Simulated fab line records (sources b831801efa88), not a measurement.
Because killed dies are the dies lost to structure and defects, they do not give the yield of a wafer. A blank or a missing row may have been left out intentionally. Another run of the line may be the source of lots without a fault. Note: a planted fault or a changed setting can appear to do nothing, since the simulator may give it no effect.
fab line records	flow gf180mcu
[record] lots = 13	wafers = 39	lastDay = 34
route steps=602 shown SALICIDE@286 M2@364 V3@431
lots that met no fault: taken from a fault-free run of the same line
startH: start of the lot's first displayed wafer, in hours after the record's first day	waitH: how many hours have passed since the lot's step before this one	" repeats the value in the row above	L1.1+2: a row that stands for several wafers	- value missing, or start not given	* or withheld: withheld	< > ~ a bound
route shown NAME@n: a module of which the file shows steps, and the number in the route of the first	usual: mean/standard deviation taken from wafers without a fault	same: alike in all rows	chamber/n: place in a boat	sites: each site's reading	_std_site: how widely they spread, as a standard deviation	_edge_site: the outer-site mean with the inner-site mean subtracted	radiusMm: for every site, how far away it sits from the centre of the wafer	mask NAME#n: copy n	behind: tool/chamber where the wafer was last shaped	hold: the reason the lot was held/the length of the hold in hours/how it ended	device: names the non-switching transistor (n, p or np)	end of line: at the end of the route, the tests of the same wafers	a step with no rows: only its recipe	killed: dies that structure and defects cost at the first sort, which is not the same as the wafer's yield	map: a wafer's dies, x killed, . not, _ none there
set.NAME: the setting that was run; set.NAME@STEP: the one run at that earlier step	model.NAME: the simulator's own value behind a step, which no gauge read
the route's steps for a sample of lots (tables are steps, rows are wafers)
services: the hour from which a tool's chamber was out of use, counted from the record's first day as startH (under 0 if before that day), plus the number of hours and why
[[steps]]
[step GF_SALICIDE_RTA_08]
[recipe] tempC = 800	timeS = 30	ambient = N2
[usual] lampPowerPct = 16.6/0.58	wafer_temp_C_max = 805.6/2
[same] timeS = 30
lot.wafer	tool	chamber	startH	waitH	lampPowerPct	wafer_temp_C_max
L330.3	rtpAnneal-01	0	347.08	0.0	17.1	807.4
L330.4	"	0	"	"	17.1	805.3
L330.6	"	0	"	"	17.1	806.1
L333.2	rtpAnneal-01	0	367.78	0.0	17.1	805.4
L333.3	"	0	"	"	17.1	809.4
L333.5	"	0	"	"	17.1	805.9
L334.1	rtpAnneal-02	0	372.55	0.0	15.9	802.6
L334.3	"	0	"	"	15.9	803.7
L334.4	"	0	"	"	15.9	803.4
L335.4	rtpAnneal-01	0	381.10	0.1	17.1	809.4
L335.5	"	0	"	"	17.1	806.4
L335.6	"	0	"	"	17.1	806.5
L336.2	rtpAnneal-02	0	385.92	0.0	16.0	802.6
L336.4	"	0	"	"	15.9	804.2
L336.5	"	0	"	"	15.9	804.3
L338.1	rtpAnneal-01	0	412.98	0.0	17.1	806.5
L338.4	"	0	"	"	17.1	807.7
L338.5	"	0	"	"	17.1	807.9
L339.1	rtpAnneal-02	0	417.89	0.0	15.9	805.1
L339.2	"	0	"	"	15.9	802.8
L339.4	"	0	"	"	15.9	803.7
L346.1	rtpAnneal-02	0	483.62	0.0	15.9	803.6
L346.4	"	0	"	"	15.9	803.6
L346.5	"	0	"	"	15.9	803.9
L348.1	rtpAnneal-02	0	500.03	0.0	15.9	803.7
L348.4	"	0	"	"	15.9	804.1
L348.5	"	0	"	"	15.9	803.9
L349.2	rtpAnneal-01	0	503.07	0.0	17.1	806.8
L349.3	"	0	"	"	17.1	808.4
L349.4	"	0	"	"	17.1	806.5
L350.1	rtpAnneal-01	0	509.59	0.0	17.1	807.8
L350.5	"	0	"	"	17.1	805.6
L350.6	"	0	"	"	17.1	807.7
L351.2	rtpAnneal-02	0	516.95	0.0	16.0	803.3
L351.4	"	0	"	"	15.9	803.1
L351.5	"	0	"	"	15.9	802.8
L353.3	rtpAnneal-02	0	532.69	0.0	16.0	804.0
L353.4	"	0	"	"	15.9	805.0
L353.5	"	0	"	"	16.0	804.0
[step GF_M2_SPUTTER_02]
[recipe] material = AlCu	targetThkNm = 450	powerW = 10600	timeS = 23.9	chamberPressurePa = 0.4
[usual] throttleValvePct = 30.3/0.91
[same] timeS = 23.9
lot.wafer	tool	chamber	startH	waitH	throttleValvePct
L330.3	pvdSputter-04	-	418.66	0.0	30.2
L330.4	"	-	"	"	29.6
L330.6	"	-	"	"	29.6
L333.2	pvdSputter-04	-	443.90	0.0	29.7
L333.3	"	-	"	"	30.1
L333.5	"	-	"	"	29.7
L334.1	pvdSputter-02	-	446.99	0.0	30.4
L334.3	"	-	"	"	30.0
L334.4	"	-	"	"	31.1
L335.4	pvdSputter-02	-	456.49	0.0	31.1
L335.5	"	-	"	"	29.8
L335.6	"	-	"	"	30.9
L336.2	pvdSputter-04	-	461.57	0.0	31.8
L336.4	"	-	"	"	29.4
L336.5	"	-	"	"	31.7
L338.1	pvdSputter-04	-	491.26	0.0	28.7
L338.4	"	-	"	"	31.7
L338.5	"	-	"	"	29.5
L339.1	pvdSputter-03	-	496.15	0.0	31.5
L339.2	"	-	"	"	29.3
L339.4	"	-	"	"	31.6
L346.1	pvdSputter-02	-	558.20	0.0	30.1
L346.4	"	-	"	"	30.7
L346.5	"	-	"	"	30.1
L348.1	pvdSputter-04	-	572.58	0.0	30.1
L348.4	"	-	"	"	28.9
L348.5	"	-	"	"	29.6
L349.2	pvdSputter-03	-	575.77	0.0	29.7
L349.3	"	-	"	"	31.9
L349.4	"	-	"	"	31.3
L350.1	pvdSputter-02	-	582.72	0.0	31.0
L350.5	"	-	"	"	30.5
L350.6	"	-	"	"	30.2
L351.2	pvdSputter-02	-	588.69	0.0	31.0
L351.4	"	-	"	"	30.4
L351.5	"	-	"	"	30.1
L353.3	pvdSputter-04	-	603.46	0.0	31.7
L353.4	"	-	"	"	29.8
L353.5	"	-	"	"	29.8
[step GF_M2_METAL_ETCH_16]
[recipe] chemistry = Cl2/BCl3	maskMaterial = KrF	targetDepthNm = 627.5	stopOn = SiO2	pressureMtorr = 8	icpW = 800	biasW = 140	Cl2_flow_sccm = 80	bcl3FlowSccm = 40	timeS = 104.6
[usual] biasW = 140.0/0.37	drypumpMotorCurrentA = 5.8/0.5	oesProductAu = 0.971/0.0064	throttleValvePct = 28.251/0.011
[same] timeS = 104.6
lot.wafer	tool	chamber	startH	waitH	biasW	drypumpMotorCurrentA	oesProductAu	rfHoursCounterH	throttleValvePct
L330.3	rieMetal-03	0	443.54	0.1	139.8	6.5	0.970	-	28.260
L330.4	"	1	"	"	140.2	5.6	0.969	-	28.254
L330.6	"	0	"	"	139.6	6.5	0.970	-	28.266
L333.2	rieMetal-03	1	467.48	0.0	139.4	5.6	0.975	10.1	28.255
L333.3	"	1	"	"	140.2	5.6	0.955	-	28.270
L333.5	"	0	"	"	140.0	6.5	0.968	-	28.275
L334.1	rieMetal-01	0	470.18	0.0	140.0	5.1	0.975	5.4	28.271
L334.3	"	1	"	"	140.4	5.6	0.968	-	28.256
L334.4	"	0	"	"	139.3	5.1	0.975	-	28.242
L335.4	rieMetal-01	1	480.41	0.0	139.6	5.6	0.974	-	28.255
L335.5	"	0	"	"	139.7	5.1	0.966	-	28.255
L335.6	"	1	"	"	139.3	5.7	0.969	-	28.251
L336.2	rieMetal-01	0	485.80	0.0	126.1	5.1	0.970	5.9	28.253
L336.4	"	0	"	"	126.0	5.1	0.969	-	28.248
L336.5	"	1	"	"	125.4	5.6	0.963	-	28.253
L338.1	rieMetal-01	0	514.98	0.0	126.3	5.1	0.967	6.5	28.260
L338.4	"	1	"	"	125.4	5.6	0.962	-	28.272
L338.5	"	0	"	"	125.8	5.1	0.962	-	28.262
L339.1	rieMetal-01	1	519.74	0.0	125.9	5.6	0.971	7.7	28.244
L339.2	"	0	"	"	125.6	5.1	0.977	6.6	28.258
L339.4	"	1	"	"	125.4	5.6	0.966	-	28.245
L346.1	rieMetal-03	1	580.25	0.0	139.6	5.6	0.972	1.4	28.257
L346.4	"	1	"	"	140.2	5.6	0.977	-	28.235
L346.5	"	1	"	"	139.9	5.6	0.968	-	28.253
L348.1	rieMetal-01	0	593.45	0.0	140.1	5.1	0.965	8.5	28.243
L348.4	"	0	"	"	140.1	5.1	0.964	-	28.266
L348.5	"	0	"	"	140.1	5.1	0.976	-	28.260
L349.2	rieMetal-01	1	597.30	0.0	139.8	5.6	0.968	9.6	28.253
L349.3	"	0	"	"	140.3	5.1	0.972	-	28.247
L349.4	"	1	"	"	140.0	5.6	0.976	-	28.247
L350.1	rieMetal-01	0	603.89	0.0	139.7	5.1	0.980	8.9	28.240
L350.5	"	1	"	"	138.9	5.6	0.960	-	28.259
L350.6	"	0	"	"	140.2	5.1	0.971	-	28.268
L351.2	rieMetal-01	0	610.12	0.0	140.2	5.1	0.981	9.1	28.254
L351.4	"	1	"	"	140.0	5.6	0.977	-	28.237
L351.5	"	1	"	"	140.5	5.6	0.970	-	28.251
L353.3	rieMetal-04	0	623.73	0.1	140.7	6.1	0.965	-	28.251
L353.4	"	1	"	"	139.7	6.3	0.967	-	28.256
L353.5	"	0	"	"	140.5	6.1	0.977	-	28.251
[step GF_V3_CVD_02]
[recipe] material = SiO2	targetThkNm = 850	precursor = TEOS	tempC = 400	timeS = 94.851	rfW = 600
[usual] heaterPowerW = 678/81
[same] timeS = 94.851
lot.wafer	tool	chamber	startH	waitH	heaterPowerW
L330.3	pecvd-04	2	494.29	0.0	740
L330.4	"	1	"	"	689
L330.6	"	0	"	"	695
L333.2	pecvd-01	0	518.42	0.0	811
L333.3	"	1	"	"	751
L333.5	"	1	"	"	590
L334.1	pecvd-03	1	521.94	0.1	685
L334.3	"	0	"	"	645
L334.4	"	0	"	"	669
L335.4	pecvd-03	2	530.29	0.1	606
L335.5	"	1	"	"	694
L335.6	"	0	"	"	682
L336.2	pecvd-03	0	536.32	0.0	543
L336.4	"	0	"	"	618
L336.5	"	1	"	"	716
L338.1	pecvd-01	2	564.08	0.1	593
L338.4	"	2	"	"	648
L338.5	"	1	"	"	672
L339.1	pecvd-01	2	569.08	0.1	687
L339.2	"	0	"	"	829
L339.4	"	2	"	"	720
L346.1	pecvd-03	2	625.61	0.1	576
L346.4	"	1	"	"	713
L346.5	"	0	"	"	612
L348.1	pecvd-03	0	637.93	0.1	638
L348.4	"	1	"	"	566
L348.5	"	0	"	"	666
L349.2	pecvd-01	2	642.34	0.0	685
L349.3	"	1	"	"	654
L349.4	"	0	"	"	759
L350.1	pecvd-03	2	647.94	0.1	614
L350.5	"	0	"	"	550
L350.6	"	2	"	"	496
L351.2	pecvd-01	2	655.72	0.0	722
L351.4	"	0	"	"	799
L351.5	"	2	"	"	578
L353.3	pecvd-03	1	666.41	0.0	698
L353.4	"	1	"	"	565
L353.5	"	0	"	"	634
[[services]]
tool	chamber	startH	hours	kind
pvdSputter-02	-	333.43	1.5	repair
pecvd-03	-	368.88	14.0	pm
rtpAnneal-01	-	382.99	1.0	pm
pecvd-03	-	388.11	6.0	pm
pecvd-01	-	420.32	2.1	repair
rtpAnneal-02	-	492.33	3.7	pm
pecvd-03	1	504.82	4.4	repair
rieMetal-03	1	513.04	2.5	repair
pecvd-03	-	517.81	0.3	repair
pvdSputter-02	-	520.96	1.5	repair
rieMetal-03	-	523.65	2.8	pm
rieMetal-03	0	531.06	1.1	repair
pecvd-01	2	536.08	3.4	repair
rieMetal-01	1	554.52	1.7	repair
pvdSputter-04	-	554.55	1.0	repair
pvdSputter-02	-	569.67	5.2	repair
pecvd-03	-	569.86	0.9	repair
pvdSputter-04	-	591.34	6.8	repair
pvdSputter-02	-	591.91	5.1	repair
pecvd-01	-	602.97	0.8	repair
pvdSputter-02	-	613.32	10.3	repair
rieMetal-01	0	627.43	14.6	repair
rieMetal-01	-	648.82	14.6	pm
pecvd-01	-	652.85	1.1	repair
[[key]]
[firstSign] step = GF_M2_METAL_ETCH_16	reading = biasW	direction = down	sigmas = 38	usual = 140.0	struck = 125.8
effect none on later readings
metAt GF_M2_METAL_ETCH_16
struckLots L336,L338,L339
notActingAt GF_SALICIDE_RTA_08,GF_M2_SPUTTER_02,GF_V3_CVD_02
onsetBetween 480.41 485.80
[fault] kind = processParameterDrift	tool = rieMetal-01	chamber = -	onsetH = 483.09	steps = GF_M2_METAL_ETCH_16	channel = biasW	offset = -14.208	shape = step	endH = 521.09	actsIn = theseRecipesOnly	stated = 140
